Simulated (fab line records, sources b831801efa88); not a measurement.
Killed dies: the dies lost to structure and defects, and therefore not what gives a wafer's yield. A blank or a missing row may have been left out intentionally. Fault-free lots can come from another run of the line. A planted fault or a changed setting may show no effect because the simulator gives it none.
fab line records + flow sky130
record:
- lots: 11
- wafers: 33
- last-day: 50
route steps=708 shown LDD_HVP@285 SD_P@327 SD_N@349
lots with no fault: from the same line, run without faults
start-h: start of the lot's first displayed wafer, in hours after the record's first day + wait-h: how many hours have passed since the lot's step before this one + " unchanged from the row above + L1.1+2: several wafers, shown together as one row + - either no value or no given start + * or withheld: withheld + < > ~ a bound
route shown NAME@n: a module of which the file shows steps, and the number in the route of the first + usual: mean/standard deviation of fault-free wafers + same: alike in all rows + chamber/n: place in a boat + sites: per-site readings + _std_site: standard deviation across them + _edge_site: the outer-site mean with the inner-site mean subtracted + radius-mm: how far each site lies from the wafer's centre + mask NAME#n: copy n + behind: the most recent tool/chamber to have shaped the wafer + hold: what put the lot on hold/how long, in hours/how the hold closed + device: whichever transistor did not switch (one of n, p or np) + end of line: tests run on the same wafers once the route is complete + a step given without rows: its recipe and nothing more + killed: count of dies lost to structure and defects at first sort (not the wafer's yield) + map: a wafer's dies, marking killed ones x, the rest . and places with no die _
set.NAME: the setting that was run; set.NAME@STEP: the one run at that earlier step + model.NAME: the simulator's own value behind a step, which no gauge read
route steps across a sampled set of lots; one table per step, one row per wafer
services: the hour from which a tool's chamber was out of use, counted from the record's first day as start-h (under 0 if before that day), plus the number of hours and why
== steps ==
step: SKY_LDD_HVP_OVL_MEAS_07
usual:
- LDD_HVP_OVL: 0.0/1.5
| lot.wafer | tool       | chamber | start-h | wait-h | LDD_HVP_OVL[nm] |
|-----------|------------|---------|---------|--------|-----------------|
| L604.1    | overlay-02 | -       | 558.19  | 0.1    | -3.0            |
| L604.2    | "          | -       | "       | "      | -0.3            |
| L604.6    | "          | -       | "       | "      | -1.6            |
| L605.1    | overlay-02 | -       | 564.84  | 0.1    | -0.6            |
| L605.4    | "          | -       | "       | "      | -0.4            |
| L605.6    | "          | -       | "       | "      | 0.3             |
| L606.1    | overlay-01 | -       | 575.47  | 0.1    | -2.7            |
| L606.3    | "          | -       | "       | "      | -1.4            |
| L606.5    | "          | -       | "       | "      | -1.6            |
| L609.1    | overlay-01 | -       | 592.14  | 0.1    | 0.4             |
| L609.3    | "          | -       | "       | "      | 3.3             |
| L609.5    | "          | -       | "       | "      | 2.1             |
| L611.3    | overlay-02 | -       | 605.55  | 0.1    | -0.3            |
| L611.4    | "          | -       | "       | "      | 0.5             |
| L611.6    | "          | -       | "       | "      | -0.4            |
| L613.2    | overlay-02 | -       | 622.47  | 0.1    | -0.9            |
| L613.5    | "          | -       | "       | "      | -2.2            |
| L613.6    | "          | -       | "       | "      | -1.5            |
| L614.1    | overlay-01 | -       | 622.84  | 0.1    | 3.8             |
| L614.2    | "          | -       | "       | "      | 1.1             |
| L614.3    | "          | -       | "       | "      | 0.7             |
| L615.3    | overlay-02 | -       | 627.70  | 0.1    | -1.8            |
| L615.4    | "          | -       | "       | "      | -0.8            |
| L615.6    | "          | -       | "       | "      | -1.2            |
| L616.2    | overlay-01 | -       | 642.39  | 0.1    | -0.3            |
| L616.3    | "          | -       | "       | "      | -1.0            |
| L616.5    | "          | -       | "       | "      | -0.7            |
| L617.1    | overlay-01 | -       | 645.49  | 0.1    | -2.3            |
| L617.4    | "          | -       | "       | "      | -1.0            |
| L617.5    | "          | -       | "       | "      | -0.7            |
| L618.2    | overlay-01 | -       | 652.27  | 0.1    | 1.0             |
| L618.5    | "          | -       | "       | "      | 0.3             |
| L618.6    | "          | -       | "       | "      | 1.4             |
step: SKY_SD_P_CD_MEAS_07
recipe:
- target-cd-nm: 380
usual:
- cd-nm: 379.4/2.2
| lot.wafer | tool      | chamber | start-h | wait-h | cd-nm |
|-----------|-----------|---------|---------|--------|-------|
| L604.1    | cd-sem-02 | -       | 647.84  | 0.1    | 383.4 |
| L604.2    | "         | -       | "       | "      | 378.6 |
| L604.6    | "         | -       | "       | "      | 380.3 |
| L605.1    | cd-sem-01 | -       | 655.94  | 0.1    | 380.6 |
| L605.4    | "         | -       | "       | "      | 379.5 |
| L605.6    | "         | -       | "       | "      | 381.6 |
| L606.1    | cd-sem-01 | -       | 664.61  | 0.1    | 378.8 |
| L606.3    | "         | -       | "       | "      | 379.7 |
| L606.5    | "         | -       | "       | "      | 378.8 |
| L609.1    | cd-sem-01 | -       | 683.44  | 0.1    | 377.3 |
| L609.3    | "         | -       | "       | "      | 375.9 |
| L609.5    | "         | -       | "       | "      | 377.1 |
| L611.3    | cd-sem-01 | -       | 693.73  | 0.1    | 382.0 |
| L611.4    | "         | -       | "       | "      | 381.2 |
| L611.6    | "         | -       | "       | "      | 380.2 |
| L614.1    | cd-sem-02 | -       | 712.44  | 0.1    | 384.0 |
| L614.2    | "         | -       | "       | "      | 382.5 |
| L614.3    | "         | -       | "       | "      | 381.7 |
| L613.2    | cd-sem-02 | -       | 713.36  | 0.1    | 382.7 |
| L613.5    | "         | -       | "       | "      | 379.8 |
| L613.6    | "         | -       | "       | "      | 381.3 |
| L615.3    | cd-sem-01 | -       | 716.38  | 0.1    | 380.4 |
| L615.4    | "         | -       | "       | "      | 380.6 |
| L615.6    | "         | -       | "       | "      | 380.7 |
| L616.2    | cd-sem-02 | -       | 730.21  | 0.1    | 378.4 |
| L616.3    | "         | -       | "       | "      | 378.0 |
| L616.5    | "         | -       | "       | "      | 377.7 |
| L617.1    | cd-sem-02 | -       | 732.49  | 0.1    | 376.0 |
| L617.4    | "         | -       | "       | "      | 380.4 |
| L617.5    | "         | -       | "       | "      | 377.0 |
| L618.2    | cd-sem-02 | -       | 740.01  | 0.1    | 377.3 |
| L618.5    | "         | -       | "       | "      | 379.4 |
| L618.6    | "         | -       | "       | "      | 380.1 |
step: SKY_SD_P_IMPLANT_09
recipe:
- species: BF2
- energy-kev: 20
- dose-cm2: 3e+15
- tilt-deg: 0
usual:
- end-station-pressure-torr: 1.49e-05/7.6e-07
| lot.wafer | tool         | chamber | start-h | wait-h | end-station-pressure-torr |
|-----------|--------------|---------|---------|--------|---------------------------|
| L604.1    | implanter-03 | 0       | 648.00  | 0.0    | 1.52e-05                  |
| L604.2    | "            | 0       | "       | "      | 1.42e-05                  |
| L604.6    | "            | 0       | "       | "      | 1.47e-05                  |
| L605.1    | implanter-03 | 0       | 656.09  | 0.0    | 1.39e-05                  |
| L605.4    | "            | 0       | "       | "      | 1.37e-05                  |
| L605.6    | "            | 0       | "       | "      | 1.47e-05                  |
| L606.1    | implanter-02 | 0       | 664.77  | 0.0    | 1.51e-05                  |
| L606.3    | "            | 0       | "       | "      | 1.44e-05                  |
| L606.5    | "            | 0       | "       | "      | 1.6e-05                   |
| L609.1    | implanter-01 | 0       | 683.60  | 0.0    | 1.45e-05                  |
| L609.3    | "            | 0       | "       | "      | 1.45e-05                  |
| L609.5    | "            | 0       | "       | "      | 1.38e-05                  |
| L611.3    | implanter-03 | 0       | 693.90  | 0.1    | 1.58e-05                  |
| L611.4    | "            | 0       | "       | "      | 1.58e-05                  |
| L611.6    | "            | 0       | "       | "      | 1.59e-05                  |
| L614.1    | implanter-03 | 0       | 712.59  | 0.0    | 1.47e-05                  |
| L614.2    | "            | 0       | "       | "      | 1.5e-05                   |
| L614.3    | "            | 0       | "       | "      | 1.54e-05                  |
| L614.1    | implanter-03 | 0       | 712.99  | 0.4    | 1.48e-05                  |
| L614.2    | "            | 0       | "       | "      | 1.57e-05                  |
| L614.3    | "            | 0       | "       | "      | 1.58e-05                  |
| L613.2    | implanter-02 | 0       | 713.52  | 0.0    | 1.44e-05                  |
| L613.5    | "            | 0       | "       | "      | 1.53e-05                  |
| L613.6    | "            | 0       | "       | "      | 1.46e-05                  |
| L615.3    | implanter-03 | 0       | 716.55  | 0.1    | 1.55e-05                  |
| L615.4    | "            | 0       | "       | "      | 1.48e-05                  |
| L615.6    | "            | 0       | "       | "      | 1.57e-05                  |
| L616.2    | implanter-03 | 0       | 730.37  | 0.0    | 1.5e-05                   |
| L616.3    | "            | 0       | "       | "      | 1.47e-05                  |
| L616.5    | "            | 0       | "       | "      | 1.66e-05                  |
| L617.1    | implanter-03 | 0       | 732.65  | 0.0    | 1.51e-05                  |
| L617.4    | "            | 0       | "       | "      | 1.51e-05                  |
| L617.5    | "            | 0       | "       | "      | 1.52e-05                  |
| L617.1    | implanter-03 | 0       | 732.96  | 0.3    | 1.32e-05                  |
| L617.4    | "            | 0       | "       | "      | 1.56e-05                  |
| L617.5    | "            | 0       | "       | "      | 1.55e-05                  |
| L618.2    | implanter-02 | 0       | 740.17  | 0.0    | 1.52e-05                  |
| L618.5    | "            | 0       | "       | "      | 1.48e-05                  |
| L618.6    | "            | 0       | "       | "      | 1.54e-05                  |
| L618.2    | implanter-02 | 0       | 740.49  | 0.3    | 1.42e-05                  |
| L618.5    | "            | 0       | "       | "      | 1.38e-05                  |
| L618.6    | "            | 0       | "       | "      | 1.53e-05                  |
step: SKY_SD_P_STRIP_10
recipe:
- chemistry: O2/N2
- power-w: 1400
- pressure-mtorr: 1500
- platen-temp-c: withheld
- o2-flow-sccm: 3000
- n2-flow-sccm: 300
- overash-fraction: 0.5
usual:
- chamber-pressure-mTorr: 1499.9/1.3
- drypump-motor-current-A: 5.59/0.29
- oes-product-au: 0.618/0.0044
- strip-time-to-endpoint-s: 17.52/0.041
same:
- overash-fraction: 0.5
| lot.wafer | tool            | chamber | start-h | wait-h | chamber-pressure-mTorr | drypump-motor-current-A | oes-product-au | rf-hours-counter-h | strip-time-to-endpoint-s |
|-----------|-----------------|---------|---------|--------|------------------------|-------------------------|----------------|--------------------|--------------------------|
| L604.1    | plasma-asher-02 | 0       | 648.15  | 0.1    | 1500.4                 | 5.70                    | 0.620          | 94                 | 17.46                    |
| L604.2    | "               | 1       | "       | "      | 1498.6                 | 5.93                    | 0.614          | 94                 | 17.51                    |
| L604.6    | "               | 1       | "       | "      | 1495.4                 | 5.91                    | 0.617          | -                  | 17.51                    |
| L605.1    | plasma-asher-03 | 1       | 656.24  | 0.1    | 1500.1                 | 5.24                    | 0.618          | 83                 | 17.54                    |
| L605.4    | "               | 1       | "       | "      | 1499.9                 | 5.28                    | 0.613          | -                  | 17.53                    |
| L605.6    | "               | 1       | "       | "      | 1500.6                 | 5.26                    | 0.618          | -                  | 17.57                    |
| L606.1    | plasma-asher-03 | 0       | 664.92  | 0.1    | 1499.1                 | 5.32                    | 0.626          | 84                 | 17.56                    |
| L606.3    | "               | 1       | "       | "      | 1499.2                 | 5.27                    | 0.617          | -                  | 17.52                    |
| L606.5    | "               | 1       | "       | "      | 1500.9                 | 5.25                    | 0.608          | -                  | 17.57                    |
| L609.1    | plasma-asher-02 | 1       | 683.75  | 0.1    | 1499.7                 | 5.94                    | 0.618          | 99                 | 17.54                    |
| L609.3    | "               | 0       | "       | "      | 1500.9                 | 5.70                    | 0.617          | -                  | 17.50                    |
| L609.5    | "               | 0       | "       | "      | 1501.3                 | 5.68                    | 0.621          | -                  | 17.48                    |
| L611.3    | plasma-asher-03 | 0       | 694.03  | 0.1    | 1501.1                 | 5.31                    | 0.627          | -                  | 17.49                    |
| L611.4    | "               | 1       | "       | "      | 1498.9                 | 5.25                    | 0.615          | -                  | 17.51                    |
| L611.6    | "               | 0       | "       | "      | 1499.1                 | 5.31                    | 0.607          | -                  | 17.46                    |
| L614.1    | plasma-asher-03 | 1       | 713.14  | 0.1    | 1498.0                 | 5.27                    | 0.593          | 89                 | 18.97                    |
| L614.2    | "               | 0       | "       | "      | 1497.5                 | 5.29                    | 0.583          | 89                 | 18.96                    |
| L614.3    | "               | 1       | "       | "      | 1501.1                 | 5.25                    | 0.585          | -                  | 18.96                    |
| L613.2    | plasma-asher-03 | 0       | 713.64  | 0.1    | 1500.0                 | 5.30                    | 0.617          | 89                 | 17.52                    |
| L613.5    | "               | 0       | "       | "      | 1503.1                 | 5.31                    | 0.620          | -                  | 17.52                    |
| L613.6    | "               | 1       | "       | "      | 1501.1                 | 5.26                    | 0.610          | -                  | 17.57                    |
| L615.3    | plasma-asher-02 | 1       | 716.68  | 0.1    | 1499.6                 | 5.92                    | 0.617          | -                  | 17.55                    |
| L615.4    | "               | 0       | "       | "      | 1501.1                 | 5.70                    | 0.616          | -                  | 17.58                    |
| L615.6    | "               | 0       | "       | "      | 1500.7                 | 5.72                    | 0.617          | -                  | 17.59                    |
| L616.2    | plasma-asher-03 | 0       | 730.50  | 0.1    | 1500.7                 | 5.31                    | 0.613          | 91                 | 17.56                    |
| L616.3    | "               | 0       | "       | "      | 1497.4                 | 5.29                    | 0.617          | -                  | 17.48                    |
| L616.5    | "               | 1       | "       | "      | 1499.8                 | 5.28                    | 0.616          | -                  | 17.55                    |
| L617.1    | plasma-asher-04 | 0       | 733.11  | 0.1    | 1501.2                 | 5.88                    | 0.588          | 31                 | 18.98                    |
| L617.4    | "               | 1       | "       | "      | 1500.6                 | 5.90                    | 0.589          | -                  | 19.04                    |
| L617.5    | "               | 1       | "       | "      | 1499.2                 | 5.86                    | 0.591          | -                  | 19.04                    |
| L618.2    | plasma-asher-04 | 0       | 740.61  | 0.1    | 1498.3                 | 5.88                    | 0.592          | 32                 | 18.98                    |
| L618.5    | "               | 1       | "       | "      | 1500.4                 | 5.87                    | 0.596          | -                  | 18.94                    |
| L618.6    | "               | 0       | "       | "      | 1497.6                 | 5.91                    | 0.597          | -                  | 18.95                    |
step: SKY_SD_P_TW_MEAS_11
usual:
- SD_P_TW: 2804/24
| lot.wafer | tool          | chamber | start-h | wait-h | SD_P_TW |
|-----------|---------------|---------|---------|--------|---------|
| L604.1    | film-metro-03 | -       | 648.25  | 0.1    | 2774    |
| L604.2    | "             | -       | "       | "      | 2771    |
| L604.6    | "             | -       | "       | "      | 2778    |
| L605.1    | film-metro-04 | -       | 656.34  | 0.1    | 2813    |
| L605.4    | "             | -       | "       | "      | 2823    |
| L605.6    | "             | -       | "       | "      | 2822    |
| L606.1    | film-metro-04 | -       | 665.02  | 0.1    | 2845    |
| L606.3    | "             | -       | "       | "      | 2811    |
| L606.5    | "             | -       | "       | "      | 2822    |
| L609.1    | film-metro-02 | -       | 683.85  | 0.1    | 2798    |
| L609.3    | "             | -       | "       | "      | 2805    |
| L609.5    | "             | -       | "       | "      | 2807    |
| L611.3    | film-metro-02 | -       | 694.12  | 0.1    | 2801    |
| L611.4    | "             | -       | "       | "      | 2801    |
| L611.6    | "             | -       | "       | "      | 2805    |
| L614.1    | film-metro-02 | -       | 713.30  | 0.1    | 3086    |
| L614.2    | "             | -       | "       | "      | 3082    |
| L614.3    | "             | -       | "       | "      | 3080    |
| L613.2    | film-metro-02 | -       | 713.75  | 0.1    | 2789    |
| L613.5    | "             | -       | "       | "      | 2768    |
| L613.6    | "             | -       | "       | "      | 2786    |
| L615.3    | film-metro-04 | -       | 716.77  | 0.1    | 2823    |
| L615.4    | "             | -       | "       | "      | 2812    |
| L615.6    | "             | -       | "       | "      | 2817    |
| L616.2    | film-metro-04 | -       | 730.61  | 0.1    | 2821    |
| L616.3    | "             | -       | "       | "      | 2814    |
| L616.5    | "             | -       | "       | "      | 2807    |
| L617.1    | film-metro-03 | -       | 733.21  | 0.1    | 3069    |
| L617.4    | "             | -       | "       | "      | 3074    |
| L617.5    | "             | -       | "       | "      | 3059    |
| L618.2    | film-metro-03 | -       | 740.72  | 0.1    | 3082    |
| L618.5    | "             | -       | "       | "      | 3065    |
| L618.6    | "             | -       | "       | "      | 3079    |
step: SKY_SD_N_CD_MEAS_07
recipe:
- target-cd-nm: 380
usual:
- cd-nm: 380.6/2
| lot.wafer | tool      | chamber | start-h | wait-h | cd-nm |
|-----------|-----------|---------|---------|--------|-------|
| L604.1    | cd-sem-02 | -       | 705.94  | 0.1    | 379.7 |
| L604.2    | "         | -       | "       | "      | 380.1 |
| L604.6    | "         | -       | "       | "      | 380.0 |
| L605.1    | cd-sem-02 | -       | 712.69  | 0.1    | 376.5 |
| L605.4    | "         | -       | "       | "      | 377.0 |
| L605.6    | "         | -       | "       | "      | 375.4 |
| L606.1    | cd-sem-01 | -       | 721.59  | 0.1    | 380.8 |
| L606.3    | "         | -       | "       | "      | 379.2 |
| L606.5    | "         | -       | "       | "      | 380.7 |
| L609.1    | cd-sem-01 | -       | 740.89  | 0.1    | 380.2 |
| L609.3    | "         | -       | "       | "      | 378.4 |
| L609.5    | "         | -       | "       | "      | 377.3 |
| L611.3    | cd-sem-01 | -       | 750.78  | 0.1    | 379.8 |
| L611.4    | "         | -       | "       | "      | 379.5 |
| L611.6    | "         | -       | "       | "      | 378.4 |
| L614.1    | cd-sem-01 | -       | 768.74  | 0.1    | 381.6 |
| L614.2    | "         | -       | "       | "      | 381.0 |
| L614.3    | "         | -       | "       | "      | 383.6 |
| L613.2    | cd-sem-02 | -       | 770.61  | 0.1    | 380.9 |
| L613.5    | "         | -       | "       | "      | 384.2 |
| L613.6    | "         | -       | "       | "      | 380.9 |
| L615.3    | cd-sem-01 | -       | 772.43  | 0.1    | 382.0 |
| L615.4    | "         | -       | "       | "      | 378.8 |
| L615.6    | "         | -       | "       | "      | 380.8 |
| L616.2    | cd-sem-01 | -       | 784.96  | 0.1    | 382.9 |
| L616.3    | "         | -       | "       | "      | 382.5 |
| L616.5    | "         | -       | "       | "      | 383.2 |
| L617.1    | cd-sem-01 | -       | 788.14  | 0.1    | 382.2 |
| L617.4    | "         | -       | "       | "      | 379.9 |
| L617.5    | "         | -       | "       | "      | 383.1 |
| L618.2    | cd-sem-01 | -       | 795.21  | 0.1    | 384.0 |
| L618.5    | "         | -       | "       | "      | 382.2 |
| L618.6    | "         | -       | "       | "      | 381.3 |
step: SKY_SD_N_RS_MEAS_17
recipe:
- thk-meas-gauge: four-point-probe
usual:
- SD_P_RS: 147.1/0.4
| lot.wafer | tool          | chamber | start-h | wait-h | SD_P_RS[ohm/sq] |
|-----------|---------------|---------|---------|--------|-----------------|
| L604.1    | film-metro-04 | -       | 706.90  | 0.1    | 147.5           |
| L604.2    | "             | -       | "       | "      | 147.4           |
| L604.6    | "             | -       | "       | "      | 147.6           |
| L605.1    | film-metro-03 | -       | 713.65  | 0.1    | 147.8           |
| L605.4    | "             | -       | "       | "      | 147.1           |
| L605.6    | "             | -       | "       | "      | 146.9           |
| L606.1    | film-metro-02 | -       | 722.55  | 0.1    | 147.5           |
| L606.3    | "             | -       | "       | "      | 146.9           |
| L606.5    | "             | -       | "       | "      | 147.4           |
| L609.1    | film-metro-04 | -       | 741.85  | 0.1    | 147.7           |
| L609.3    | "             | -       | "       | "      | 147.7           |
| L609.5    | "             | -       | "       | "      | 147.8           |
| L611.3    | film-metro-03 | -       | 751.74  | 0.1    | 147.1           |
| L611.4    | "             | -       | "       | "      | 147.2           |
| L611.6    | "             | -       | "       | "      | 146.6           |
| L614.1    | film-metro-04 | -       | 769.70  | 0.1    | 138.2           |
| L614.2    | "             | -       | "       | "      | 138.1           |
| L614.3    | "             | -       | "       | "      | 137.9           |
| L613.2    | film-metro-03 | -       | 771.57  | 0.1    | 147.0           |
| L613.5    | "             | -       | "       | "      | 146.6           |
| L613.6    | "             | -       | "       | "      | 147.0           |
| L615.3    | film-metro-03 | -       | 773.39  | 0.1    | 147.3           |
| L615.4    | "             | -       | "       | "      | 146.9           |
| L615.6    | "             | -       | "       | "      | 147.1           |
| L616.2    | film-metro-03 | -       | 785.92  | 0.1    | 147.5           |
| L616.3    | "             | -       | "       | "      | 147.8           |
| L616.5    | "             | -       | "       | "      | 147.5           |
| L617.1    | film-metro-02 | -       | 789.10  | 0.1    | 137.3           |
| L617.4    | "             | -       | "       | "      | 137.1           |
| L617.5    | "             | -       | "       | "      | 136.5           |
| L618.2    | film-metro-02 | -       | 796.17  | 0.1    | 137.8           |
| L618.5    | "             | -       | "       | "      | 136.9           |
| L618.6    | "             | -       | "       | "      | 137.4           |
== services ==
| tool            | chamber | start-h | hours | kind       |
|-----------------|---------|---------|-------|------------|
| implanter-01    | -       | 636.26  | 4.8   | repair     |
| plasma-asher-04 | -       | 657.61  | 13.8  | repair     |
| implanter-01    | -       | 672.63  | 2.1   | repair     |
| plasma-asher-03 | -       | 678.87  | 4.3   | pm         |
| implanter-02    | -       | 678.92  | 6.2   | repair     |
| implanter-03    | -       | 691.28  | 1.4   | repair     |
| plasma-asher-02 | -       | 698.95  | 0.7   | repair     |
| implanter-02    | -       | 705.37  | 4.7   | pm         |
| plasma-asher-02 | -       | 733.75  | 9.0   | pm         |
| plasma-asher-02 | 0       | 733.75  | 9.0   | vent-cycle |
| plasma-asher-02 | 1       | 733.75  | 9.0   | vent-cycle |
== key ==
first-sign:
- step: SKY_SD_P_IMPLANT_09
- reading: visit
- direction: added
effect:
- step: SKY_SD_P_STRIP_10
- reading: strip-time-to-endpoint-s
- direction: up
- sigmas: 36
- usual: *
- struck: *
effect:
- step: SKY_SD_P_TW_MEAS_11
- reading: SD_P_TW
- direction: up
- sigmas: 12
- usual: 2804
- struck: 3075
effect:
- step: SKY_SD_N_RS_MEAS_17
- reading: SD_P_RS
- direction: down
- sigmas: 24
- usual: 147.1
- struck: 137.5
met-at SKY_SD_P_IMPLANT_09
struck-lots L614,L617,L618
tester-left-out L614,L617,L618
not-acting-at SKY_LDD_HVP_OVL_MEAS_07,SKY_SD_P_CD_MEAS_07,SKY_SD_N_CD_MEAS_07
fault:
- kind: repeated-step-whole
- tool: implanter-01,implanter-02,implanter-03
- chamber: -
- onset-h: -
- steps: SKY_SD_P_IMPLANT_09
- times: 1
- scope: struck-lots-only
tester-left-out: of these lots the tester's yield and bins aren't shown, on N5 and GAA mostly nor the transistor test; their killed dies are dies lost to structure and defects alone, not to doping, threshold or leakage, so they don't give the yield
